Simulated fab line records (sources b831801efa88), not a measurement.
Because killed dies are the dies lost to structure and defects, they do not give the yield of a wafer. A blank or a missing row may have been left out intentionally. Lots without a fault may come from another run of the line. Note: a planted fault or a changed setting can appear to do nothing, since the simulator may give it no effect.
Split-lot experiment | flow sky130 | 23 wafers read from 5 lots, route of 708 steps

== THE SPLIT ==
At SKY_FIELD_ISO_OXIDATION_22 (stabilise 600 s, purge 300 s, target thk 10 nm), the setting ox-time-s was moved away from the recipe's 623 s on 15 of the 23 wafers read, by -11.0% to +13.7%. For the rest of the wafers, this setting stayed at what the recipe calls for.

Between the split and the reading, the file records no step.

== THE READING ==
FIELD_ISO_OXIDATION_01_THK (nm), taken at SKY_FIELD_ISO_THK_MEAS_23. A value of 10.06 nm with a standard deviation of 0.17 nm is what fault-free wafers of this fab line usually give.

wafer  | tool, chamber at the split | ox-time-s as run, s | against the recipe | FIELD_ISO_OXIDATION_01_THK, nm | against lot-mates on the recipe
L076.2 | furnace-01, 0              | 623                 | recipe             | 10.17                          | -
L076.4 | furnace-01, 0              | 623                 | recipe             | 9.95                           | -
L076.5 | furnace-01, 0              | 623                 | recipe             | 9.95                           | -
L077.1 | -, -                       | 708.3               | +13.7%             | 11.10                          | no lot-mate on the recipe
L077.2 | -, -                       | 708.3               | +13.7%             | 11.25                          | no lot-mate on the recipe
L077.4 | -, -                       | 708.3               | +13.7%             | 11.02                          | no lot-mate on the recipe
L077.5 | -, -                       | 708.3               | +13.7%             | 11.20                          | no lot-mate on the recipe
L077.6 | -, -                       | 708.3               | +13.7%             | 11.18                          | no lot-mate on the recipe
L082.1 | -, -                       | 554.5               | -11.0%             | 9.19                           | no lot-mate on the recipe
L082.2 | -, -                       | 554.5               | -11.0%             | 9.49                           | no lot-mate on the recipe
L082.3 | -, -                       | 554.5               | -11.0%             | 9.13                           | no lot-mate on the recipe
L082.4 | -, -                       | 554.5               | -11.0%             | 9.25                           | no lot-mate on the recipe
L082.6 | -, -                       | 554.5               | -11.0%             | 9.31                           | no lot-mate on the recipe
L083.1 | -, -                       | 623                 | recipe             | 10.02                          | -
L083.2 | -, -                       | 623                 | recipe             | 10.01                          | -
L083.3 | -, -                       | 623                 | recipe             | 10.04                          | -
L083.4 | -, -                       | 623                 | recipe             | 9.91                           | -
L083.6 | -, -                       | 623                 | recipe             | 9.82                           | -
L084.1 | -, -                       | 565.4               | -9.2%              | 9.37                           | no lot-mate on the recipe
L084.2 | -, -                       | 565.4               | -9.2%              | 9.29                           | no lot-mate on the recipe
L084.3 | -, -                       | 565.4               | -9.2%              | 9.34                           | no lot-mate on the recipe
L084.5 | -, -                       | 565.4               | -9.2%              | 9.57                           | no lot-mate on the recipe
L084.6 | -, -                       | 565.4               | -9.2%              | 9.33                           | no lot-mate on the recipe

THE FIT
A straight line over all 23 wafers: FIELD_ISO_OXIDATION_01_THK changes by +0.0758 nm for each +1% of ox-time-s; r = +0.99; the points scatter about the line by 0.12 nm.
Too few moved wafers have a lot-mate on the recipe to fit a line with each lot's own level taken away.

== THE WHOLE CHAIN: every reading that the file lists as answering this split, in the file's order ==
step                       | what it does                                   | reading                                                                                | change (the file's fit)                | r (the file's)
SKY_FIELD_ISO_OXIDATION_22 | stabilise 600 s, purge 300 s, target thk 10 nm | SiO2_of_FIELD_ISO_OXIDATION_22.thk-nm (the simulator's own value, which no gauge read) | +0.0759 nm for each +1% of the setting | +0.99
SKY_FIELD_ISO_THK_MEAS_23  |                                                | FIELD_ISO_OXIDATION_01_THK                                                             | +0.0758 for each +1% of the setting    | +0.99

== THE FILE'S OWN FIT ==
FIELD_ISO_OXIDATION_01_THK changes by +0.0758 nm for each +1% of ox-time-s, r = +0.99.
